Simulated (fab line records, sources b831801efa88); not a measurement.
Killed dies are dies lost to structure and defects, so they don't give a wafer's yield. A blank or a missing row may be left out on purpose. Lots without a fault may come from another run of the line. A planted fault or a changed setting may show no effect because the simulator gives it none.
fab line records | flow sky130
record lots=6 wafers=18 last_day=50
route steps=708 shown FIELD_ISO@1 PAD_OPEN@708
lots that met no fault: from a run of the same line without faults
start_h: hours from the record's first day to the start of the lot's first wafer shown | wait_h: hours since the lot's step before | " the same as in the row above | L1.1+2: a row that stands for several wafers | - no value, or no start given | * or withheld: withheld | < > ~ a bound
route shown NAME@n: a module of which the file shows steps, and the number in the route of the first | usual: mean/standard deviation of fault-free wafers | same: alike in all rows | chamber/n: place in a boat | sites: the reading at each site | _std_site: their standard deviation | _edge_site: outer sites' mean less inner sites' | radius_mm: how far each site lies from the wafer's centre | mask NAME#n: copy n | behind: the tool/chamber that last shaped the wafer | hold: why the lot was held/for how many hours/how that ended | device: the transistor (n, p or np) that didn't switch | end of line: the same wafers' tests at the end of the route | a step without rows: its recipe alone | killed: dies lost to structure and defects at the first sort, not the wafer's yield | map: a wafer's dies, x killed, . not, _ none there
set.NAME: the setting as run; set.NAME@STEP: as run at that earlier step | model.NAME: the simulator's own value behind a step, which no gauge read
lots at some steps of the route; a table a step, a row a wafer
services: from which hour (start_h, from the record's first day; less than 0 if before it) a tool's chamber was out of use, for how many hours, and why
## steps
# step SKY_FIELD_ISO_BOW_MEAS_00
# recipe mode=bow
# usual INCOMING_BOW=0/6.1
# columns lot.wafer tool chamber start_h wait_h INCOMING_BOW[um]
L869.2 film_metro-04 - 40.02 - -6
L869.5 " - " " -8
L869.6 " - " " -6
L870.2 film_metro-01 - 45.02 - -7
L870.5 " - " " 0
L870.6 " - " " 8
L872.3 film_metro-04 - 55.04 - 3
L872.5 " - " " -1
L872.6 " - " " -2
L876.1 film_metro-04 - 75.00 - -7
L876.2 " - " " -1
L876.3 " - " " 6
L877.1 film_metro-04 - 80.00 - 11
L877.2 " - " " -7
L877.4 " - " " 2
L884.2 film_metro-03 - 115.02 - 3
L884.3 " - " " -4
L884.4 " - " " 8
# step SKY_FIELD_ISO_OXIDATION_01
# recipe temp_c=900 ambient=O2 stabilise_s=600 purge_s=300 target_thk_a=120 ox_time_s=1878
# step SKY_FIELD_ISO_THK_MEAS_02
# recipe reads=SiO2_of_FIELD_ISO_OXIDATION_01
# usual FIELD_ISO_OXIDATION_00_THK=12.28/0.22
# columns lot.wafer tool chamber start_h wait_h FIELD_ISO_OXIDATION_00_THK[nm]
L869.2 film_metro-01 - 41.64 0.0 12.41
L869.5 " - " " 12.50
L869.6 " - " " 12.59
L870.2 film_metro-01 - 46.64 0.0 12.55
L870.5 " - " " 12.26
L870.6 " - " " 12.30
L872.3 film_metro-01 - 56.65 0.0 12.17
L872.5 " - " " 12.25
L872.6 " - " " 12.25
L876.1 film_metro-04 - 77.67 0.0 12.36
L876.2 " - " " 12.20
L876.3 " - " " 12.07
L877.1 film_metro-03 - 81.93 0.0 12.13
L877.2 " - " " 12.03
L877.4 " - " " 11.80
L884.2 film_metro-01 - 116.84 0.0 12.47
L884.3 " - " " 12.32
L884.4 " - " " 12.37
# step SKY_FIELD_ISO_CVD_03
# recipe material=Si3N4 precursor=DCS/NH3 target_thk_nm=165 temp_c=770 time_s=2830 pressure_mtorr=250
# step SKY_FIELD_ISO_THK_MEAS_04
# recipe reads=Si3N4_of_FIELD_ISO_CVD_03
# usual FIELD_ISO_CVD_03_THK=165.2/1.5
# columns lot.wafer tool chamber start_h wait_h FIELD_ISO_CVD_03_THK[nm]
L869.2 film_metro-04 - 46.44 0.0 166.1
L869.5 " - " " 167.0
L869.6 " - " " 167.3
L870.2 film_metro-03 - 48.49 0.0 167.3
L870.5 " - " " 165.7
L870.6 " - " " 166.3
L872.3 film_metro-04 - 59.50 0.0 166.4
L872.5 " - " " 167.3
L872.6 " - " " 168.3
L876.1 film_metro-03 - 80.67 0.0 166.5
L876.2 " - " " 168.4
L876.3 " - " " 166.6
L877.1 film_metro-04 - 86.05 0.0 167.1
L877.2 " - " " 164.8
L877.4 " - " " 165.8
L884.2 film_metro-04 - 118.68 0.0 164.9
L884.3 " - " " 164.8
L884.4 " - " " 165.8
# step SKY_FIELD_ISO_DEHYDRATE_05
# recipe temp_c=200 time_s=60
# step SKY_FIELD_ISO_HMDS_06
# recipe prime_time_s=60 prime_temp_c=120
# step SKY_FIELD_ISO_COAT_07
# recipe resist=BARC temp_c=withheld time_s=withheld spin_rpm=3000 resist_thk_nm=60
# step SKY_FIELD_ISO_COAT_08
# recipe resist=KrF-thick spin_rpm=3000 resist_thk_nm=450
# step SKY_FIELD_ISO_SOFTBAKE_09
# recipe temp_c=100 time_s=90 resist=KrF-thick
# step SKY_FIELD_ISO_EXPOSE_10
# recipe mask_id=FOM na=0.68 source_shape=annular sigma_inner=0.4 sigma_outer=0.8 target_cd_nm=150 dose_mj=28
# columns lot.wafer tool chamber start_h wait_h mask
L869.2+5+6 krf_scanner-01 0 54.74 - FOM#0
L870.2+5+6 krf_scanner-02 0 56.92 - FOM#0
L872.3+5+6 krf_scanner-01 0 67.94 - FOM#0
L876.1+2+3 krf_scanner-02 0 89.18 - FOM#0
L877.1+2+4 krf_scanner-02 0 94.82 - FOM#0
L884.2+3+4 krf_scanner-01 0 128.55 - FOM#0
# step SKY_FIELD_ISO_PEB_11
# recipe peb_temp_c=withheld peb_time_s=withheld resist=KrF-thick
# step SKY_FIELD_ISO_DEVELOP_12
# recipe develop_time_s=60 resist=KrF-thick dev_temp_c=21
# step SKY_FIELD_ISO_CD_MEAS_13
# recipe target_cd_nm=150
# usual cd_nm=150.2/1.6
# columns lot.wafer tool chamber start_h wait_h cd_nm
L869.2 cd_sem-02 - 62.69 - 150.3
L869.5 " - " " 43.7
L869.6 " - " " 152.6
L870.2 cd_sem-02 - 64.29 - 147.6
L870.5 " - " " 149.3
L870.6 " - " " 149.2
L872.3 cd_sem-02 - 75.71 - 45.5
L872.5 " - " " 46.0
L872.6 " - " " 151.8
L876.1 cd_sem-02 - 98.27 - 150.0
L876.2 " - " " 149.1
L876.3 " - " " 150.4
L877.1 cd_sem-01 - 102.98 - 151.8
L877.2 " - " " 152.0
L877.4 " - " " 150.7
L884.2 cd_sem-02 - 137.74 - 148.9
L884.3 " - " " 151.5
L884.4 " - " " 152.0
# step SKY_FIELD_ISO_ETCH_14
# recipe chemistry=N2/H2 target=BARC ion_energy_ev=194.6 source_w=500 bias_w=100 pressure_mtorr=30 n2_flow_sccm=100 h2_flow_sccm=200 stop_on=SiO2 time_s=45.9 target_depth_a=600
# usual drypump_motor_current_A=5.5/0.61 oes_product_au=0.855/0.0047 throttle_valve_pct=13.225/0.0086
# columns lot.wafer tool chamber start_h wait_h drypump_motor_current_A oes_product_au rf_hours_counter_h throttle_valve_pct model.FIELD_ISO.cd_nm
L869.2 rie_diel-02 1 62.79 0.1 6.0 0.854 80 13.216 149.5
L869.5 " 0 " " 5.5 0.849 - 13.215 42.64
L869.6 " 3 " " 5.0 0.867 - 13.230 151.1
L870.2 rie_diel-03 1 64.39 0.1 4.8 0.859 75 13.228 148.1
L870.5 " 3 " " 5.2 0.849 - 13.238 148.7
L870.6 " 2 " " 5.0 0.859 - 13.222 148.8
L872.3 rie_diel-01 1 75.79 0.1 6.2 0.858 5 13.214 44.85
L872.5 " 1 " " 6.2 0.857 - 13.218 45.45
L872.6 " 2 " " 5.1 0.857 - 13.232 152.1
L876.1 rie_diel-01 1 98.39 0.1 6.2 0.853 6 13.213 149.8
L876.2 " 3 " " 6.8 0.854 141 13.205 149.1
L876.3 " 0 " " 5.4 0.849 4 13.228 151.2
L877.1 rie_diel-02 1 103.10 0.1 6.0 0.858 81 13.215 151.8
L877.2 " 3 " " 5.0 0.852 152 13.234 151.4
L877.4 " 2 " " 6.3 0.855 33 13.230 151
L884.2 rie_diel-02 2 137.84 0.1 6.3 0.857 34 13.220 149.3
L884.3 " 3 " " 5.0 0.858 152 13.230 150.5
L884.4 " 0 " " 5.6 0.852 8 13.235 151.3
# step SKY_FIELD_ISO_ETCH_15
# recipe chemistry=CHF3/O2 target_depth_nm=180 stop_on=Si source_w=600 bias_w=200 pressure_mtorr=40 chf3_flow_sccm=50 O2_flow_sccm=5 time_s=72
# usual O2_flow_sccm=4.999/0.016 drypump_motor_current_A=5.5/0.61 oes_product_au=0.947/0.0065 throttle_valve_pct=8.845/0.0087
# columns lot.wafer tool chamber start_h wait_h O2_flow_sccm drypump_motor_current_A oes_product_au rf_hours_counter_h throttle_valve_pct
L869.2 rie_diel-02 1 62.83 0.0 5.011 6.0 0.950 80 8.847
L869.5 " 0 " " 4.991 5.6 0.954 - 8.848
L869.6 " 3 " " 5.018 5.0 0.957 - 8.859
L870.2 rie_diel-03 1 64.43 0.0 5.015 4.8 0.949 75 8.851
L870.5 " 3 " " 5.002 5.2 0.938 - 8.859
L870.6 " 2 " " 4.983 5.0 0.952 - 8.839
L872.3 rie_diel-01 1 75.83 0.0 5.020 6.2 0.959 5 8.844
L872.5 " 1 " " 5.018 6.2 0.957 - 8.839
L872.6 " 2 " " 4.998 5.1 0.962 - 8.860
L876.1 rie_diel-01 1 98.43 0.0 4.964 6.2 0.953 6 8.850
L876.2 " 3 " " 5.000 6.8 0.952 141 8.852
L876.3 " 0 " " 4.989 5.4 0.953 4 8.836
L877.1 rie_diel-02 1 103.14 0.0 4.999 6.0 0.956 81 8.842
L877.2 " 3 " " 4.994 5.0 0.948 152 8.843
L877.4 " 2 " " 4.987 6.3 0.939 33 8.845
L884.2 rie_diel-02 2 137.88 0.0 5.025 6.4 0.943 34 8.848
L884.3 " 3 " " 4.996 5.0 0.942 152 8.846
L884.4 " 0 " " 5.006 5.5 0.947 9 8.840
# step SKY_FIELD_ISO_STRIP_16
# recipe chemistry=O2/N2 power_w=1400 pressure_mtorr=1500 platen_temp_c=withheld o2_flow_sccm=3000 n2_flow_sccm=300 overash_fraction=0.5
# usual drypump_motor_current_A=6.11/0.21 oes_product_au=0.379/0.0044 strip_time_to_endpoint_s=3.56/0.03
# same overash_fraction=0.5
# columns lot.wafer tool chamber start_h wait_h drypump_motor_current_A oes_product_au rf_hours_counter_h strip_time_to_endpoint_s
L869.2 plasma_asher-01 1 62.89 0.0 6.37 0.378 37 3.51
L869.5 " 0 " " 6.05 0.377 - 3.54
L869.6 " 1 " " 6.38 0.380 - 3.60
L870.2 plasma_asher-03 0 64.49 0.0 6.22 0.379 26 3.60
L870.5 " 0 " " 6.19 0.381 - 3.61
L870.6 " 1 " " 6.29 0.376 - 3.59
L872.3 plasma_asher-03 0 75.92 0.1 6.18 0.373 - 3.53
L872.5 " 0 " " 6.21 0.383 - 3.54
L872.6 " 1 " " 6.30 0.378 - 3.53
L876.1 plasma_asher-03 1 98.49 0.0 6.28 0.370 30 3.58
L876.2 " 0 " " 6.20 0.382 30 3.58
L876.3 " 1 " " 6.27 0.381 - 3.57
L877.1 plasma_asher-01 1 103.20 0.0 6.39 0.378 42 3.50
L877.2 " 0 " " 6.04 0.381 42 3.56
L877.4 " 0 " " 6.03 0.379 - 3.57
L884.2 plasma_asher-01 0 137.94 0.0 6.04 0.376 2 3.59
L884.3 " 0 " " 6.03 0.376 - 3.60
L884.4 " 1 " " 6.36 0.376 - 3.55
# step SKY_FIELD_ISO_ETCH_17
# recipe target_depth_a=3420 mask_material=Si3N4 chemistry=HBr/Cl2/O2 target=Si taper_deg=5 icp_w=600 bias_w=150 pressure_mtorr=15 HBr_flow_sccm=150 Cl2_flow_sccm=40 O2_flow_sccm=6 time_s=97.7
# usual HBr_flow_sccm=150.0/0.44 O2_flow_sccm=5.999/0.018 drypump_motor_current_A=6.10/0.22 oes_product_au=1.006/0.0089 throttle_valve_pct=25.652/0.011
# columns lot.wafer tool chamber start_h wait_h HBr_flow_sccm O2_flow_sccm drypump_motor_current_A oes_product_au rf_hours_counter_h throttle_valve_pct model.FIELD_ISO.cd_nm
L869.2 rie_si-01 3 62.99 0.1 150.2 5.998 6.38 0.999 91 25.655 149.1
L869.5 " 3 " " 150.2 5.983 6.37 1.008 - 25.635 43.99
L869.6 " 2 " " 149.3 6.010 6.18 0.998 - 25.649 152.2
L870.2 rie_si-02 1 64.59 0.1 149.8 5.994 5.99 1.023 5 25.641 148.4
L870.5 " 2 " " 150.1 6.000 5.93 1.009 - 25.654 146.7
L870.6 " 1 " " 149.8 6.011 6.02 1.015 - 25.648 149.2
L872.3 rie_si-02 1 75.99 0.0 149.8 5.974 5.94 1.022 5 25.655 46.87
L872.5 " 2 " " 150.3 6.008 5.93 1.005 - 25.649 48.27
L872.6 " 3 " " 150.5 5.989 5.97 1.000 - 25.650 152.7
L876.1 rie_si-02 0 98.59 0.1 150.6 5.993 6.08 1.010 64 25.660 151.6
L876.2 " 2 " " 150.1 5.965 5.93 0.997 2 25.653 147.5
L876.3 " 1 " " 149.6 5.981 5.98 1.018 5 25.623 152.4
L877.1 rie_si-02 0 103.30 0.1 150.8 5.979 6.04 1.010 64 25.644 152.4
L877.2 " 3 " " 150.0 6.016 5.95 1.006 12 25.656 152
L877.4 " 2 " " 149.7 5.995 5.94 0.997 2 25.643 151.4
L884.2 rie_si-01 1 138.04 0.1 150.0 5.999 6.64 0.984 19 25.654 149.2
L884.3 " 0 " " 150.4 6.029 5.99 1.012 50 25.638 150.2
L884.4 " 3 " " 149.7 6.002 6.37 1.013 92 25.645 152.2
# step SKY_FIELD_ISO_WET_ETCH_18
# recipe chemistry=H3PO4 target_depth_nm=25 temp_c=160 target=Si3N4 time_s=286
# step SKY_PAD_OPEN_PROBE_99
# usual killed_at_M0_to_M3=44/7.1 killed_at_M4_up=3.3/1.8 killed_at_contacts=23/5.5 killed_at_front_end=15/4.5 killed_at_other=0.2/0.48 killed_dies=85/8.4 killed_on_rim=17/3.5 killed_open=46/6.6 killed_short=39/6.1
# same gross_dies=492 killed_at_back_side=0
# columns lot.wafer tool chamber start_h wait_h killed_at_M0_to_M3 killed_at_M4_up killed_at_contacts killed_at_front_end killed_at_other killed_dies killed_on_rim killed_open killed_short
L869.5 prober-02 - 1112.73 0.2 42 5 29 416 0 492 96 50 36
L869.6 prober-02 - 1112.78 0.2 40 5 18 16 0 79 11 48 31
L872.3 prober-02 - 1129.92 0.2 41 2 25 424 0 492 96 50 33
L872.5 prober-02 - 1130.02 0.2 35 3 24 430 0 492 96 49 36
L872.6 prober-02 - 1130.07 0.2 34 3 23 17 0 77 15 47 30
L876.1 prober-02 - 1159.80 0.1 47 4 25 11 0 87 21 41 46
L876.2 prober-02 - 1159.85 0.1 28 5 19 13 0 65 12 39 26
L876.3 prober-02 - 1159.90 0.2 46 2 23 18 0 89 15 47 42
L877.1 prober-02 - 1164.01 0.1 24 3 27 8 2 64 15 39 24
L877.2 prober-02 - 1164.06 0.1 57 3 19 13 1 93 17 52 41
L877.4 prober-02 - 1164.16 0.2 51 3 16 9 0 79 18 38 40
L884.2 prober-01 - 1189.46 0.1 48 1 21 17 0 87 25 51 36
L884.3 prober-01 - 1189.51 0.2 38 4 28 11 0 81 17 45 36
L884.4 prober-01 - 1189.56 0.2 48 0 25 11 1 85 19 48 37
# killed by level:class
L869.5 FIELD_ISO:area_expose=406 LI_CONTACT:geometric_particle:open=10 VIA1:geometric_particle:open=9 LOCAL_INTERCONNECT:geometric_particle:short=8 CONTACT:geometric_particle:open=7 VIA2:geometric_particle:open=6 METAL1:geometric_particle:short=4 VIA1:geometric_particle:short=4
L869.6 CONTACT:geometric_particle:open=8 VIA1:geometric_particle:open=8 VIA3:geometric_particle:open=7 FIELD_ISO:geometric_particle:open=6 VIA1:geometric_particle:short=6 VIA2:geometric_particle:open=5 FIELD_ISO:geometric_particle:short=4 LOCAL_INTERCONNECT:geometric_particle:short=4
L872.3 FIELD_ISO:area_expose=409 CONTACT:geometric_particle:open=10 LI_CONTACT:geometric_particle:open=7 VIA2:geometric_particle:open=7 VIA1:geometric_particle:open=6 METAL2:geometric_particle:short=6 METAL1:geometric_particle:short=5 VIA3:geometric_particle:open=5
L872.5 FIELD_ISO:area_expose=407 CONTACT:geometric_particle:open=8 POLY_GATE:geometric_particle:open=8 VIA1:geometric_particle:open=8 VIA3:geometric_particle:open=7 LI_CONTACT:geometric_particle:open=6 LOCAL_INTERCONNECT:geometric_particle:short=5 VIA3:geometric_particle:short=4
L872.6 CONTACT:geometric_particle:open=10 VIA1:geometric_particle:open=8 LI_CONTACT:geometric_particle:open=6 VIA1:geometric_particle:short=6 LOCAL_INTERCONNECT:geometric_particle:short=5 POLY_GATE:geometric_particle:open=4 SPACER:geometric_particle:open=4 METAL1:geometric_particle:short=4
L876.1 VIA3:geometric_particle:open=9 CONTACT:geometric_particle:short=8 CONTACT:geometric_particle:open=6 METAL1:geometric_particle:short=6 VIA2:geometric_particle:open=6 LOCAL_INTERCONNECT:geometric_particle:short=5 VIA1:geometric_particle:open=5 METAL2:geometric_particle:short=5
L876.2 VIA2:geometric_particle:open=7 LI_CONTACT:geometric_particle:open=6 CONTACT:geometric_particle:open=6 VIA3:geometric_particle:open=6 POLY_GATE:geometric_particle:short=5 CONTACT:geometric_particle:short=4 VIA1:geometric_particle:open=4 POLY_GATE:geometric_particle:open=3
L876.3 VIA1:geometric_particle:open=12 LI_CONTACT:geometric_particle:open=9 METAL1:geometric_particle:short=6 CONTACT:geometric_particle:open=6 FIELD_ISO:geometric_particle:short=5 CONTACT:geometric_particle:short=5 VIA2:geometric_particle:open=5 FIELD_ISO:geometric_particle:open=4
L877.1 VIA1:geometric_particle:open=9 CONTACT:geometric_particle:open=8 LOCAL_INTERCONNECT:geometric_particle:short=7 LI_CONTACT:geometric_particle:open=6 VIA3:geometric_particle:open=4 FIELD_ISO:geometric_particle:short=3 POLY_GATE:geometric_particle:open=3 LI_CONTACT:geometric_particle:short=3
L877.2 VIA3:geometric_particle:open=12 VIA1:geometric_particle:open=11 CONTACT:geometric_particle:open=9 VIA1:geometric_particle:short=8 METAL2:geometric_particle:short=8 METAL1:geometric_particle:short=5 VIA2:geometric_particle:open=5 FIELD_ISO:geometric_particle:open=3
L877.4 VIA1:geometric_particle:open=10 VIA3:geometric_particle:open=8 METAL1:geometric_particle:short=7 VIA1:geometric_particle:short=6 VIA2:geometric_particle:open=6 POLY_GATE:geometric_particle:open=4 LI_CONTACT:geometric_particle:open=4 LOCAL_INTERCONNECT:geometric_particle:short=4
L884.2 VIA3:geometric_particle:open=10 VIA2:geometric_particle:open=8 VIA1:geometric_particle:open=7 FIELD_ISO:geometric_particle:open=6 CONTACT:geometric_particle:open=6 LI_CONTACT:geometric_particle:open=6 FIELD_ISO:geometric_particle:short=5 CONTACT:geometric_particle:short=5
L884.3 VIA1:geometric_particle:open=10 CONTACT:geometric_particle:open=10 LOCAL_INTERCONNECT:geometric_particle:short=8 VIA3:geometric_particle:open=7 CONTACT:geometric_particle:short=6 METAL2:geometric_particle:short=5 FIELD_ISO:geometric_particle:open=4 METAL3:geometric_particle:short=4
L884.4 LI_CONTACT:geometric_particle:open=10 VIA1:geometric_particle:open=10 VIA2:geometric_particle:open=9 METAL2:geometric_particle:short=6 CONTACT:geometric_particle:open=6 METAL3:geometric_particle:short=6 CONTACT:geometric_particle:short=4 VIA3:geometric_particle:open=4
# map L869.5 (x killed, . not)
__________xxxxxxxxxx_________
________xxxxxxxxxxxxxx_______
______xxxxxxxxxxxxxxxxxx_____
_____xxxxxxxxxxxxxxxxxxxx____
____xxxxxxxxxxxxxxxxxxxxxx___
___xxxxxxxxxxxxxxxxxxxxxxxx__
__xxxxxxxxxxxxxxxxxxxxxxxxxx_
_xxxxxxxxxxxxxxxxxxxxxxxxxxxx
_xxxxxxxxxxxxxxxxxxxxxxxxxxxx
_xxxxxxxxxxxxxxxxxxxxxxxxxxxx
_xxxxxxxxxxxxxxxxxxxxxxxxxxxx
_xxxxxxxxxxxxxxxxxxxxxxxxxxxx
_xxxxxxxxxxxxxxxxxxxxxxxxxxxx
_xxxxxxxxxxxxxxxxxxxxxxxxxxxx
_xxxxxxxxxxxxxxxxxxxxxxxxxxxx
__xxxxxxxxxxxxxxxxxxxxxxxxxx_
___xxxxxxxxxxxxxxxxxxxxxxxx__
____xxxxxxxxxxxxxxxxxxxxxx___
_____xxxxxxxxxxxxxxxxxxxx____
______xxxxxxxxxxxxxxxxxx_____
________xxxxxxxxxxxxxx_______
__________xxxxxxxxxx_________
# map L872.3 (x killed, . not)
__________xxxxxxxxxx_________
________xxxxxxxxxxxxxx_______
______xxxxxxxxxxxxxxxxxx_____
_____xxxxxxxxxxxxxxxxxxxx____
____xxxxxxxxxxxxxxxxxxxxxx___
___xxxxxxxxxxxxxxxxxxxxxxxx__
__xxxxxxxxxxxxxxxxxxxxxxxxxx_
_xxxxxxxxxxxxxxxxxxxxxxxxxxxx
_xxxxxxxxxxxxxxxxxxxxxxxxxxxx
_xxxxxxxxxxxxxxxxxxxxxxxxxxxx
_xxxxxxxxxxxxxxxxxxxxxxxxxxxx
_xxxxxxxxxxxxxxxxxxxxxxxxxxxx
_xxxxxxxxxxxxxxxxxxxxxxxxxxxx
_xxxxxxxxxxxxxxxxxxxxxxxxxxxx
_xxxxxxxxxxxxxxxxxxxxxxxxxxxx
__xxxxxxxxxxxxxxxxxxxxxxxxxx_
___xxxxxxxxxxxxxxxxxxxxxxxx__
____xxxxxxxxxxxxxxxxxxxxxx___
_____xxxxxxxxxxxxxxxxxxxx____
______xxxxxxxxxxxxxxxxxx_____
________xxxxxxxxxxxxxx_______
__________xxxxxxxxxx_________
## services
# columns tool chamber start_h hours kind
rie_diel-03 2 37.08 7.6 repair
rie_diel-02 2 38.83 11.1 repair
rie_si-02 3 40.00 1.3 repair
krf_scanner-01 - 41.52 1.3 pm
rie_si-02 - 42.41 2.8 pm
rie_diel-03 0 47.68 6.7 repair
plasma_asher-03 - 49.79 0.7 repair
rie_diel-03 3 58.76 5.4 repair
rie_diel-03 0 58.87 7.1 repair
krf_scanner-02 - 67.86 0.8 pm
krf_scanner-02 0 93.13 - calibration
plasma_asher-03 - 105.21 3.5 repair
plasma_asher-01 - 108.78 9.0 pm
plasma_asher-01 0 108.78 11.6 vent_cycle
plasma_asher-01 1 108.78 11.6 vent_cycle
krf_scanner-01 0 110.49 - calibration
plasma_asher-01 - 114.84 5.5 repair
rie_si-01 3 116.99 2.0 repair
rie_diel-02 2 118.84 8.6 repair
rie_si-01 - 119.22 0.5 repair
krf_scanner-02 - 125.30 7.2 pm
krf_scanner-01 - 132.57 1.0 pm
plasma_asher-03 - 134.10 2.8 pm
krf_scanner-02 - 137.99 0.2 repair
## key
first_sign step=SKY_FIELD_ISO_CD_MEAS_13 reading=cd_nm direction=down sigmas=66 usual=150.2 struck=45.1
effect step=SKY_PAD_OPEN_PROBE_99 reading=killed_at_front_end direction=up sigmas=91 usual=15 struck=423
model_effect step=SKY_FIELD_ISO_ETCH_14 value=FIELD_ISO.cd_nm without=149.9 struck=44.31
model_effect step=SKY_FIELD_ISO_ETCH_17 value=FIELD_ISO.cd_nm without=152 struck=46.38
more_kills_born_at SKY_FIELD_ISO_EXPOSE_10@krf_scanner-01=1222
met_at SKY_FIELD_ISO_EXPOSE_10
struck_wafers L869.5,L872.3,L872.5
later_rows_left_out L869.5,L872.3,L872.5
tester_left_out L869,L872
fault kind=process_parameter_drift tool=krf_scanner-01 chamber=- onset_h=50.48 steps=SKY_FIELD_ISO_EXPOSE_10 channel=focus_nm offset=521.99 shape=step end_h=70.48 scope=struck_wafers_only
# tester_left_out: of these lots the tester's yield and bins aren't shown, on N5 and GAA mostly nor the transistor test; their killed dies are dies lost to structure and defects alone, not to doping, threshold or leakage, so they don't give the yield
# later_rows_left_out: the simulator's readings of these wafers behind a module that went badly wrong aren't trusted and aren't shown, but for the sort
